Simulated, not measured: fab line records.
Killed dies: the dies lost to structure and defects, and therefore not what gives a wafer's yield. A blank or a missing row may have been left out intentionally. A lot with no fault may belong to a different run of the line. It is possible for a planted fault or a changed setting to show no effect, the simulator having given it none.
Matching of chambers -- flow sky130 -- 4 sister chambers for SKY_PAD_OPEN_ETCH_07 on rie diel-01
The step etches the open film in CF4/O2, stops on AlCu, target depth 725 nm, time 161.1 s. 4 wafers are shown with their chamber, then 7 later ones without.

## WAFERS, EACH WITH ITS CHAMBER
wafer,chamber,drypump motor current A (A)
L083.4,3,5.7
L083.5,1,6.3
L087.1,0,5.9
L087.4,2,5.3

## WAFERS WITHOUT THEIR CHAMBER
wafer,drypump motor current A (A)
L087.6,6.0
L089.1,6.3
L089.4,5.7
L089.6,5.7
L095.1,5.9
L095.4,5.7
L095.5,5.7

## EACH ONE'S CHAMBER
wafer,from the rows above,in truth
L087.6,0,0
L089.1,1,1
L089.4,3,3
L089.6,3,3
L095.1,0,0
L095.4,3,3
L095.5,3,3
Placed correctly: 7 of 7. From these rows, 0 cannot be placed. 0 placed wrongly.
How it was worked out, from the rows above alone: a wafer's distance from a chamber is the root of the sum, over the readings, of the square of ((its reading less the chamber's mean) divided by the reading's scatter). If the next closest chamber is less than 2 further off than the closest, the wafer can't be placed; otherwise it belongs to the closest. Each chamber's mean is taken over the wafers shown for it. The scatter: with one shown wafer a chamber, the root of the mean of the squares of how far each hidden wafer lies from its nearest shown one.
